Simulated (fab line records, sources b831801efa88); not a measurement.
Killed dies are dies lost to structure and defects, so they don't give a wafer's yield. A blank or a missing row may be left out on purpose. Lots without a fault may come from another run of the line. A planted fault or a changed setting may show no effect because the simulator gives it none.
fab line records | flow gf180mcu
record lots=6 wafers=18 last_day=34
route steps=602 shown M1@315
lots that met no fault: from a run of the same line without faults
start_h: hours from the record's first day to the start of the lot's first wafer shown | wait_h: hours since the lot's step before | " the same as in the row above | L1.1+2: a row that stands for several wafers | - no value, or no start given | * or withheld: withheld | < > ~ a bound
route shown NAME@n: a module of which the file shows steps, and the number in the route of the first | usual: mean/standard deviation of fault-free wafers | same: alike in all rows | chamber/n: place in a boat | sites: the reading at each site | _std_site: their standard deviation | _edge_site: outer sites' mean less inner sites' | radius_mm: how far each site lies from the wafer's centre | mask NAME#n: copy n | behind: the tool/chamber that last shaped the wafer | hold: why the lot was held/for how many hours/how that ended | device: the transistor (n, p or np) that didn't switch | end of line: the same wafers' tests at the end of the route | a step without rows: its recipe alone | killed: dies lost to structure and defects at the first sort, not the wafer's yield | map: a wafer's dies, x killed, . not, _ none there
set.NAME: the setting as run; set.NAME@STEP: as run at that earlier step | model.NAME: the simulator's own value behind a step, which no gauge read
lots at some steps of the route; a table a step, a row a wafer
services: from which hour (start_h, from the record's first day; less than 0 if before it) a tool's chamber was out of use, for how many hours, and why
## steps
# step GF_M1_SPUTTER_00
# recipe material=Ti target_thk_nm=37.5 arriving_ion_energy_ev=80 substrate_temp_c=200 chamber_pressure_pa=2 power_w=4000 time_s=150
# usual throttle_valve_pct=30.1/1.1
# columns lot.wafer tool chamber start_h wait_h throttle_valve_pct
L781.1 pvd_sputter-03 - 373.85 0.1 31.6
L781.2 " - " " 30.0
L781.4 " - " " 30.8
L791.1 pvd_sputter-01 - 461.87 0.1 30.2
L791.5 " - " " 30.0
L791.6 " - " " 28.3
L792.1 pvd_sputter-03 - 474.22 0.1 30.1
L792.2 " - " " 30.7
L792.3 " - " " 29.6
L800.2 pvd_sputter-01 - 542.00 0.2 28.2
L800.3 " - " " 29.4
L800.6 " - " " 29.9
L801.2 pvd_sputter-03 - 545.06 0.2 29.7
L801.4 " - " " 29.6
L801.5 " - " " 30.7
L803.1 pvd_sputter-01 - 561.61 0.2 29.9
L803.3 " - " " 29.8
L803.5 " - " " 29.8
# step GF_M1_SPUTTER_01
# recipe material=TiN target_thk_nm=30 power_w=6500 time_s=25 chamber_pressure_pa=0.4
# usual throttle_valve_pct=30.1/1
# columns lot.wafer tool chamber start_h wait_h throttle_valve_pct
L781.1 pvd_sputter-03 - 373.95 0.1 31.6
L781.2 " - " " 30.0
L781.4 " - " " 31.1
L791.1 pvd_sputter-01 - 461.97 0.1 30.0
L791.5 " - " " 30.2
L791.6 " - " " 28.1
L792.1 pvd_sputter-03 - 474.32 0.1 30.0
L792.2 " - " " 30.8
L792.3 " - " " 29.6
L800.2 pvd_sputter-01 - 542.10 0.1 28.2
L800.3 " - " " 29.3
L800.6 " - " " 30.2
L801.2 pvd_sputter-03 - 545.16 0.1 29.8
L801.4 " - " " 29.9
L801.5 " - " " 30.8
L803.1 pvd_sputter-01 - 561.71 0.1 30.1
L803.3 " - " " 29.9
L803.5 " - " " 30.0
# step GF_M1_SPUTTER_02
# recipe material=AlCu target_thk_nm=450 power_w=10600 time_s=23.9 chamber_pressure_pa=0.4
# usual throttle_valve_pct=30.1/1.1
# columns lot.wafer tool chamber start_h wait_h throttle_valve_pct
L781.1 pvd_sputter-03 - 373.98 0.0 31.5
L781.2 " - " " 30.1
L781.4 " - " " 30.8
L791.1 pvd_sputter-01 - 462.00 0.0 30.2
L791.5 " - " " 30.3
L791.6 " - " " 28.3
L792.1 pvd_sputter-03 - 474.35 0.0 30.0
L792.2 " - " " 30.9
L792.3 " - " " 29.7
L800.2 pvd_sputter-01 - 542.13 0.0 28.4
L800.3 " - " " 29.0
L800.6 " - " " 30.6
L801.2 pvd_sputter-03 - 545.20 0.0 29.5
L801.4 " - " " 30.1
L801.5 " - " " 30.8
L803.1 pvd_sputter-01 - 561.74 0.0 29.9
L803.3 " - " " 30.1
L803.5 " - " " 30.2
# step GF_M1_SPUTTER_03
# recipe material=Ti target_thk_nm=10 substrate_temp_c=300 chamber_pressure_pa=0.3 power_w=3000 time_s=6.7
# usual throttle_valve_pct=30.1/1.1
# columns lot.wafer tool chamber start_h wait_h throttle_valve_pct
L781.1 pvd_sputter-03 - 374.01 0.0 31.5
L781.2 " - " " 30.0
L781.4 " - " " 31.0
L791.1 pvd_sputter-01 - 462.03 0.0 30.2
L791.5 " - " " 30.2
L791.6 " - " " 28.3
L792.1 pvd_sputter-03 - 474.38 0.0 30.1
L792.2 " - " " 31.1
L792.3 " - " " 29.6
L800.2 pvd_sputter-01 - 542.16 0.0 28.1
L800.3 " - " " 28.9
L800.6 " - " " 29.9
L801.2 pvd_sputter-03 - 545.23 0.0 29.7
L801.4 " - " " 29.5
L801.5 " - " " 30.9
L803.1 pvd_sputter-01 - 561.77 0.0 30.4
L803.3 " - " " 29.9
L803.5 " - " " 30.0
# step GF_M1_SPUTTER_04
# recipe material=TiN target_thk_nm=50 power_w=6500 time_s=41.7 chamber_pressure_pa=0.4
# usual throttle_valve_pct=30.1/1
# columns lot.wafer tool chamber start_h wait_h throttle_valve_pct
L781.1 pvd_sputter-03 - 374.03 0.0 31.6
L781.2 " - " " 30.2
L781.4 " - " " 31.0
L791.1 pvd_sputter-01 - 462.05 0.0 30.1
L791.5 " - " " 30.1
L791.6 " - " " 28.4
L792.1 pvd_sputter-03 - 474.40 0.0 30.1
L792.2 " - " " 31.0
L792.3 " - " " 29.7
L800.2 pvd_sputter-01 - 542.18 0.0 28.1
L800.3 " - " " 29.0
L800.6 " - " " 30.2
L801.2 pvd_sputter-03 - 545.25 0.0 29.9
L801.4 " - " " 29.9
L801.5 " - " " 30.9
L803.1 pvd_sputter-01 - 561.79 0.0 30.2
L803.3 " - " " 29.9
L803.5 " - " " 30.1
# step GF_M1_RS_MEAS_05
# recipe thk_meas_gauge=four-point-probe reads=TiN_of_M1_SPUTTER_04+Ti_of_M1_SPUTTER_03+AlCu_of_M1_SPUTTER_02+TiN_of_M1_SPUTTER_01+Ti_of_M1_SPUTTER_00
# usual M1_ALCU_RS=0.0693/0.00095
# columns lot.wafer tool chamber start_h wait_h M1_ALCU_RS[ohm/sq]
L781.1 film_metro-04 - 374.07 0.0 0.0692
L781.2 " - " " 0.0688
L781.4 " - " " 0.0686
L791.1 film_metro-01 - 462.09 0.0 0.0704
L791.5 " - " " 0.0698
L791.6 " - " " 0.0713
L792.1 film_metro-01 - 474.44 0.0 0.0699
L792.2 " - " " 0.0695
L792.3 " - " " 0.0694
L800.2 film_metro-01 - 542.24 0.0 0.0682
L800.3 " - " " 0.0671
L800.6 " - " " 0.0676
L801.2 film_metro-01 - 545.31 0.0 0.0686
L801.4 " - " " 0.0679
L801.5 " - " " 0.0691
L803.1 film_metro-01 - 561.83 0.0 0.0685
L803.3 " - " " 0.0694
L803.5 " - " " 0.0686
# step GF_M1_THK_MEAS_06
# recipe thk_meas_gauge=xrf reads=AlCu_of_M1_SPUTTER_02
# usual M1_ALCU_THK=445/6.2
# columns lot.wafer tool chamber start_h wait_h M1_ALCU_THK[nm]
L781.1 film_metro-04 - 374.19 0.1 447
L781.2 " - " " 451
L781.4 " - " " 451
L791.1 film_metro-01 - 462.21 0.1 439
L791.5 " - " " 441
L791.6 " - " " 433
L792.1 film_metro-01 - 474.56 0.1 441
L792.2 " - " " 443
L792.3 " - " " 442
L800.2 film_metro-01 - 542.35 0.1 455
L800.3 " - " " 460
L800.6 " - " " 457
L801.2 film_metro-01 - 545.42 0.1 448
L801.4 " - " " 453
L801.5 " - " " 448
L803.1 film_metro-01 - 561.95 0.1 447
L803.3 " - " " 441
L803.5 " - " " 448
# step GF_M1_DEHYDRATE_07
# recipe temp_c=200 time_s=60
# step GF_M1_HMDS_08
# recipe prime_time_s=60 prime_temp_c=120
# step GF_M1_COAT_09
# recipe resist=KrF spin_rpm=withheld resist_thk_nm=1000
# step GF_M1_SOFTBAKE_10
# recipe temp_c=130 time_s=60 resist=KrF
# step GF_M1_EXPOSE_11
# recipe mask_id=Metal1 target_cd_nm=230 na=0.68 source_shape=conventional sigma_outer=0.6 dose_mj=28
# step GF_M1_PEB_12
# recipe peb_temp_c=135 peb_time_s=90 resist=KrF
# usual chill_plate_temp_C=23.01/0.1 exhaust_pa=44.9/0.82
# columns lot.wafer tool chamber start_h wait_h chill_plate_temp_C exhaust_pa
L781.1 litho_track-04 0 396.57 - 23.06 44.8
L781.2 " 0 " " 23.24 44.7
L781.4 " 0 " " 23.01 45.5
L791.1 litho_track-03 - 486.05 - - -
L791.5 " - " " - -
L791.6 " - " " - -
L792.1 litho_track-01 - 497.82 - - -
L792.2 " - " " - -
L792.3 " - " " - -
L800.2 litho_track-01 0 564.20 - 22.90 46.2
L800.3 " 0 " " 22.97 47.2
L800.6 " 0 " " 22.74 46.8
L801.2 litho_track-01 0 567.05 - 22.88 44.7
L801.4 " 0 " " 22.93 43.9
L801.5 " 0 " " 22.94 44.9
L803.1 litho_track-03 0 582.90 - 23.03 44.9
L803.3 " 0 " " 23.03 44.5
L803.5 " 0 " " 23.10 44.0
# step GF_M1_DEVELOP_13
# recipe develop_time_s=60 dev_temp_c=21
## services
# columns tool chamber start_h hours kind
pvd_sputter-01 - 365.85 5.8 repair
pvd_sputter-03 - 375.35 2.0 repair
pvd_sputter-03 - 450.83 15.0 repair
pvd_sputter-01 - 569.74 3.5 repair
## key
first_sign step=GF_M1_PEB_12 reading=tool_record direction=missing
effect none on later readings
met_at GF_M1_PEB_12
struck_wafers L791.1,L791.5,L791.6,L792.1,L792.2,L792.3
later_rows_left_out L791.1,L791.5,L791.6,L792.1,L792.2,L792.3
sort_left_out L791.1,L791.5,L791.6,L792.1,L792.2,L792.3
fault kind=skipped_step_whole tool=litho_track-01,litho_track-03 chamber=- onset_h=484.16 steps=GF_M1_PEB_12 scope=struck_lots_only
# sort_left_out: the simulated sort isn't trusted on such a fault, so these wafers' sort isn't shown, and their yield isn't known
# later_rows_left_out: the simulator's readings of these wafers behind a module that went badly wrong aren't trusted and aren't shown, but for the sort
